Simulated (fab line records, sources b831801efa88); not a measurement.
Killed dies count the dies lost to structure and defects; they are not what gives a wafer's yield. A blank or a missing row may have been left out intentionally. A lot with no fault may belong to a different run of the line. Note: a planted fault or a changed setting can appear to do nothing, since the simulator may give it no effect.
Split-lot experiment + flow sfqLine + 5 lots, 23 wafers read, on a route of 325 steps

## ABOUT THE SPLIT
At SFQ_TRILAYER_M1_LITHO_COAT_044 (resist thk 62 nm), the setting resistThkNm was moved away from the recipe's 62 nm on 8 of the 23 wafers read, by -3.9% to +4.5%. All remaining wafers had this setting at the recipe value.

The reading is taken at the split's own step.

## THE READING
BARC_of_TRILAYER_M1_LITHO_COAT_044.thkNm (the simulator's own value, which no gauge read), in nm, at SFQ_TRILAYER_M1_LITHO_COAT_044 (resist thk 62 nm). No usual value for it is given in the file. Across the 15 wafers here that went through the recipe, the average is 61.91 nm and the standard deviation 0.16 nm.

| wafer  | tool, chamber at the split | resistThkNm as run, nm | against the recipe | BARC_of_TRILAYER_M1_LITHO_COAT_044.thkNm, nm | against lot-mates on the recipe |
|--------|----------------------------|------------------------|--------------------|----------------------------------------------|---------------------------------|
| L074.1 | lithoTrack-02, 0           | 62                     | recipe             | 62.09                                        | -                               |
| L074.2 | lithoTrack-02, 0           | 62                     | recipe             | 61.88                                        | -                               |
| L074.3 | lithoTrack-02, 0           | 62                     | recipe             | 61.92                                        | -                               |
| L074.5 | lithoTrack-02, 0           | 62                     | recipe             | 61.82                                        | -                               |
| L074.6 | lithoTrack-02, 0           | 62                     | recipe             | 61.95                                        | -                               |
| L075.1 | lithoTrack-03, 0           | 60.87                  | -1.8%              | 60.76                                        | -1.35                           |
| L075.2 | lithoTrack-03, 0           | 60.87                  | -1.8%              | 60.89                                        | -1.22                           |
| L075.3 | lithoTrack-03, 0           | 60.87                  | -1.8%              | 60.91                                        | -1.20                           |
| L075.5 | lithoTrack-03, 0           | 62                     | recipe             | 62.18                                        | -                               |
| L075.6 | lithoTrack-03, 0           | 62                     | recipe             | 62.03                                        | -                               |
| L078.1 | lithoTrack-04, 0           | 62                     | recipe             | 61.55                                        | -                               |
| L078.2 | lithoTrack-04, 0           | 59.59                  | -3.9%              | 59.49                                        | -2.10                           |
| L078.3 | lithoTrack-04, 0           | 62                     | recipe             | 61.63                                        | -                               |
| L078.4 | lithoTrack-04, 0           | 59.59                  | -3.9%              | 59.2                                         | -2.39                           |
| L078.5 | lithoTrack-04, 0           | 59.59                  | -3.9%              | 59.33                                        | -2.26                           |
| L079.2 | lithoTrack-02, 0           | 62                     | recipe             | 62.11                                        | -                               |
| L079.4 | lithoTrack-02, 0           | 62                     | recipe             | 61.82                                        | -                               |
| L079.6 | lithoTrack-02, 0           | 62                     | recipe             | 61.84                                        | -                               |
| L082.2 | lithoTrack-04, 0           | 64.82                  | +4.5%              | 64.86                                        | +2.93                           |
| L082.3 | lithoTrack-04, 0           | 62                     | recipe             | 61.87                                        | -                               |
| L082.4 | lithoTrack-04, 0           | 62                     | recipe             | 61.95                                        | -                               |
| L082.5 | lithoTrack-04, 0           | 64.82                  | +4.5%              | 64.82                                        | +2.89                           |
| L082.6 | lithoTrack-04, 0           | 62                     | recipe             | 61.98                                        | -                               |

THE FIT
A straight line over all 23 wafers: BARC_of_TRILAYER_M1_LITHO_COAT_044.thkNm changes by +0.646 nm for each +1% of resistThkNm; r = +0.99; the points scatter about the line by 0.16 nm.
The same after taking each lot's own level away (the mean of its wafers on the recipe; 23 wafers): +0.617 nm for each +1%; r = +1.00; scatter 0.12 nm.
The reading moves by 2.8 nm for the largest change in resistThkNm, on that fit.
Measured against the standard deviation above, the lots' own levels, which go from 61.590 to 62.105 nm, span 3.2 times it.
The two slopes agree, so the slope changes little with the lot-to-lot level.
Check: +2.77 nm against its lot-mates is what the line predicts for one of the wafers moved furthest among these (+4.5%) when that wafer is left out of the fit. It came out at +2.93 nm against them.

## OTHER SPLITS APPLIED TO THESE WAFERS
Other splits were also applied to these wafers ahead of the reading. Each is held against what the fit with the lots' levels taken away leaves over:
| other split on the same wafers        | wafers away from the commonest value | r with BARC_of_TRILAYER_M1_LITHO_COAT_044.thkNm (lot level and that fit taken away) |
|---------------------------------------|--------------------------------------|-------------------------------------------------------------------------------------|
| SFQ_TRILAYER_M1_DEP_SPUTTER_037 timeS | 5                                    | -0.20                                                                               |

## FILE'S OWN FIT
BARC_of_TRILAYER_M1_LITHO_COAT_044.thkNm changes by +0.621 nm for each +1% of resistThkNm, r = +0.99.
